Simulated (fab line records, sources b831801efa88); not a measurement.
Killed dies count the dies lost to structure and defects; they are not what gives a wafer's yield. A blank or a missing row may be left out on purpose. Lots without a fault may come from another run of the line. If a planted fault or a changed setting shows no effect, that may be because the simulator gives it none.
Which tool did it? :: flow sky130 :: 13 lots, 39 wafers sampled, at 5 steps of a route of 708

## WHAT THE GAUGES SHOWED, per wafer
SKY_VT_ADJUST_NCORE_OVL_MEAS_08.
lot: L384
measured: day 8 13:08
on: overlay-01
VT_ADJUST_NCORE_OVL (nm): 0.1 0.0 0.2

lot: L386
measured: day 9 00:38
on: overlay-01
VT_ADJUST_NCORE_OVL (nm): -2.4 -3.2 -1.6

lot: L387
measured: day 9 03:19
on: overlay-01
VT_ADJUST_NCORE_OVL (nm): -1.7 -1.1 -2.1

lot: L388
measured: day 9 10:08
on: overlay-02
VT_ADJUST_NCORE_OVL (nm): 0.2 0.5 -0.1

lot: L389
measured: day 10 22:53
on: overlay-01
VT_ADJUST_NCORE_OVL (nm): -0.9 2.4 -1.3

lot: L390
measured: day 11 02:55
on: overlay-02
VT_ADJUST_NCORE_OVL (nm): -2.1 -1.4 -1.5

lot: L394
measured: day 11 11:20
on: overlay-02
VT_ADJUST_NCORE_OVL (nm): -0.1 -0.7 -0.6

lot: L393
measured: day 11 12:32
on: overlay-02
VT_ADJUST_NCORE_OVL (nm): 0.0 -1.4 -2.4

lot: L402
measured: day 14 07:41
on: overlay-02
VT_ADJUST_NCORE_OVL (nm): -0.5 -2.8 0.8

lot: L403
measured: day 14 22:19
on: overlay-02
VT_ADJUST_NCORE_OVL (nm): -0.6 -1.1 -0.3

lot: L404
measured: day 15 06:19
on: overlay-02
VT_ADJUST_NCORE_OVL (nm): -1.3 -2.2 -0.6

lot: L405
measured: day 15 09:38
on: overlay-01
VT_ADJUST_NCORE_OVL (nm): -2.5 -1.1 -2.2

lot: L407
measured: day 15 14:35
on: overlay-01
VT_ADJUST_NCORE_OVL (nm): -1.8 -0.5 1.6

SKY_SONOS_TUNNEL_CD_MEAS_07 targets a cd of 410 nm.
lot: L384
measured: day 11 09:02
on: cdSem-01
cdNm (nm): 407.9 405.8 406.2

lot: L386
measured: day 11 22:19
on: cdSem-01
cdNm (nm): 409.9 410.0 411.9

lot: L387
measured: day 12 00:46
on: cdSem-02
cdNm (nm): 408.1 410.3 408.8

lot: L388
measured: day 12 08:13
on: cdSem-01
cdNm (nm): 414.5 412.7 410.6

lot: L389
measured: day 14 01:23
on: cdSem-02
cdNm (nm): 409.6 411.4 410.0

lot: L390
measured: day 14 06:40
on: cdSem-02
cdNm (nm): 408.6 407.8 408.4

lot: L394
measured: day 14 16:40
on: cdSem-02
cdNm (nm): 404.8 406.2 406.0

lot: L393
measured: day 14 17:40
on: cdSem-02
cdNm (nm): 410.2 409.6 410.8

lot: L402
measured: day 17 19:39
on: cdSem-02
cdNm (nm): 409.3 408.2 411.1

lot: L403
measured: day 18 11:11
on: cdSem-01
cdNm (nm): 406.9 410.0 408.9

lot: L404
measured: day 18 20:25
on: cdSem-01
cdNm (nm): 406.4 406.3 406.6

lot: L405
measured: day 19 00:48
on: cdSem-01
cdNm (nm): 409.4 411.1 411.1

lot: L407
measured: day 19 06:10
on: cdSem-02
cdNm (nm): 411.7 412.3 411.0

SKY_GATE_OXIDE_TW_MEAS_14.
lot: L384
measured: day 13 18:49
on: filmMetro-02
GATE_OXIDE_TW: 223.3 224.3 224.3

lot: L386
measured: day 14 08:34
on: filmMetro-02
GATE_OXIDE_TW: 222.9 224.4 224.5

lot: L387
measured: day 14 13:23
on: filmMetro-01
GATE_OXIDE_TW: 222.4 222.5 221.8

lot: L388
measured: day 14 20:25
on: filmMetro-01
GATE_OXIDE_TW: 222.4 222.3 221.4

lot: L389
measured: day 16 14:40
on: filmMetro-02
GATE_OXIDE_TW: 223.5 222.6 224.3

lot: L390
measured: day 16 21:40
on: filmMetro-01
GATE_OXIDE_TW: 223.4 221.8 223.0

lot: L394
measured: day 17 06:03
on: filmMetro-02
GATE_OXIDE_TW: 198.3 197.5 197.0

lot: L393
measured: day 17 10:17
on: filmMetro-01
GATE_OXIDE_TW: 195.4 195.1 196.4

lot: L402
measured: day 20 17:19
on: filmMetro-01
GATE_OXIDE_TW: 223.5 224.3 222.8

lot: L403
measured: day 21 13:55
on: filmMetro-03
GATE_OXIDE_TW: 221.2 223.0 223.6

lot: L404
measured: day 21 23:35
on: filmMetro-02
GATE_OXIDE_TW: 224.4 224.7 223.3

lot: L405
measured: day 21 23:41
on: filmMetro-03
GATE_OXIDE_TW: 222.5 222.1 222.5

lot: L407
measured: day 22 12:18
on: filmMetro-01
GATE_OXIDE_TW: 224.0 222.8 221.5

SKY_POLY_GATE_THK_MEAS_01.
lot: L384
measured: day 13 23:28
on: filmMetro-04
POLY_GATE_CVD_00_THK (nm): 182.6 182.3 182.3

lot: L386
measured: day 14 12:33
on: filmMetro-02
POLY_GATE_CVD_00_THK (nm): 180.4 179.3 179.5

lot: L387
measured: day 14 16:59
on: filmMetro-03
POLY_GATE_CVD_00_THK (nm): 179.0 180.7 179.6

lot: L388
measured: day 15 00:06
on: filmMetro-04
POLY_GATE_CVD_00_THK (nm): 180.7 181.7 180.7

lot: L389
measured: day 16 18:40
on: filmMetro-04
POLY_GATE_CVD_00_THK (nm): 180.4 180.9 180.2

lot: L390
measured: day 17 01:34
on: filmMetro-02
POLY_GATE_CVD_00_THK (nm): 182.8 181.5 180.6

lot: L394
measured: day 17 10:20
on: filmMetro-04
POLY_GATE_CVD_00_THK (nm): 178.4 178.7 178.4

lot: L393
measured: day 17 13:15
on: filmMetro-02
POLY_GATE_CVD_00_THK (nm): 179.7 179.6 181.4

lot: L402
measured: day 21 00:20
on: filmMetro-04
POLY_GATE_CVD_00_THK (nm): 180.5 179.9 179.9

lot: L403
measured: day 21 16:46
on: filmMetro-04
POLY_GATE_CVD_00_THK (nm): 180.2 179.8 179.7

lot: L404
measured: day 22 03:02
on: filmMetro-03
POLY_GATE_CVD_00_THK (nm): 177.1 176.1 178.3

lot: L405
measured: day 22 04:51
on: filmMetro-03
POLY_GATE_CVD_00_THK (nm): 176.7 176.4 176.2

lot: L407
measured: day 22 16:01
on: filmMetro-04
POLY_GATE_CVD_00_THK (nm): 174.6 173.6 175.4

## EACH LOT AND THE TOOL THAT RAN IT (in order: tool; ch and the chambers of the sampled wafers; start)
lot: L384
SKY_GATE_OXIDE_IMPLANT_11: implanter-03 ch 0, day 13 18:29

lot: L386
SKY_GATE_OXIDE_IMPLANT_11: implanter-02 ch 0, day 14 08:13

lot: L387
SKY_GATE_OXIDE_IMPLANT_11: implanter-04 ch 0, day 14 13:02

lot: L388
SKY_GATE_OXIDE_IMPLANT_11: implanter-04 ch 0, day 14 20:04

lot: L389
SKY_GATE_OXIDE_IMPLANT_11: implanter-04 ch 0, day 16 14:20

lot: L390
SKY_GATE_OXIDE_IMPLANT_11: implanter-03 ch 0, day 16 21:19

lot: L394
SKY_GATE_OXIDE_IMPLANT_11: implanter-04 ch 0, day 17 05:42

lot: L393
SKY_GATE_OXIDE_IMPLANT_11: implanter-04 ch 0, day 17 09:56

lot: L402
SKY_GATE_OXIDE_IMPLANT_11: implanter-03 ch 0, day 20 16:59

lot: L403
SKY_GATE_OXIDE_IMPLANT_11: implanter-04 ch 0, day 21 13:35

lot: L404
SKY_GATE_OXIDE_IMPLANT_11: implanter-02 ch 0, day 21 23:14

lot: L405
SKY_GATE_OXIDE_IMPLANT_11: implanter-03 ch 0, day 21 23:20

lot: L407
SKY_GATE_OXIDE_IMPLANT_11: implanter-04 ch 0, day 22 11:56
- SKY_GATE_OXIDE_IMPLANT_11

## AS READ BY THE TOOLS THEMSELVES (means over the sampled wafers that have a number; for cases with no such wafer, the mark the record gives instead)
SKY_GATE_OXIDE_IMPLANT_11.
lot: L384
tool: implanter-03
doseIonsCm2: 2.5981e+12
faradayCurrentUA: 14.56

lot: L386
tool: implanter-02
doseIonsCm2: 2.6022e+12
faradayCurrentUA: 14.78

lot: L387
tool: implanter-04
doseIonsCm2: 2.5996e+12
faradayCurrentUA: 14.63

lot: L388
tool: implanter-04
doseIonsCm2: 2.5988e+12
faradayCurrentUA: 14.50

lot: L389
tool: implanter-04
doseIonsCm2: 2.5987e+12
faradayCurrentUA: 14.83

lot: L390
tool: implanter-03
doseIonsCm2: 2.5982e+12
faradayCurrentUA: 14.55

lot: L394
tool: implanter-04
doseIonsCm2: 1.6250e+12
faradayCurrentUA: 9.15

lot: L393
tool: implanter-04
doseIonsCm2: 1.6229e+12
faradayCurrentUA: 9.03

lot: L402
tool: implanter-03
doseIonsCm2: 2.6012e+12
faradayCurrentUA: 14.61

lot: L403
tool: implanter-04
doseIonsCm2: 2.6000e+12
faradayCurrentUA: 14.39

lot: L404
tool: implanter-02
doseIonsCm2: 2.6034e+12
faradayCurrentUA: 14.22

lot: L405
tool: implanter-03
doseIonsCm2: 2.5975e+12
faradayCurrentUA: 14.71

lot: L407
tool: implanter-04
doseIonsCm2: 2.5990e+12
faradayCurrentUA: 14.73

## THE ANSWER, worked out from the rows above alone
Rule: the lots themselves supply what counts as usual. Put in order of their means at a reading, lots are off if they are a third of the lots or fewer, leave a main group of 4 or more, and stand apart from it by a gap of 3 or more times the standard deviation of the main group's means; of several such gaps the widest counts. If all means in a main group match to the digits the tables above print for the reading, that group is not used. A lot without any number at a reading at which 4 lots or more have one is off too. All remaining lots with rows at the step are treated as sound. After the gauges, taken in route order, come the tools' own readings; for these a lot's mean is taken, as printed above. At the first step where some lot is off, the reading lying furthest off is the one used; lots without a number count as furthest.
Off: L394, L393, seen at SKY_GATE_OXIDE_TW_MEAS_14 (GATE_OXIDE_TW). Main group: mean 223.1, sd 0.72.
A tool fits if, at a process step before that reading, it ran every lot that is off, and no sound lot after the first of them. The gauges at SKY_GATE_OXIDE_TW_MEAS_14 aren't tried: what is off there is off at SKY_GATE_OXIDE_IMPLANT_11 too, on other tools, and a gauge's error can't cause that. Not one of the candidates tried fits.

## WHAT HAD BEEN PUT IN BY THE SIMULATOR
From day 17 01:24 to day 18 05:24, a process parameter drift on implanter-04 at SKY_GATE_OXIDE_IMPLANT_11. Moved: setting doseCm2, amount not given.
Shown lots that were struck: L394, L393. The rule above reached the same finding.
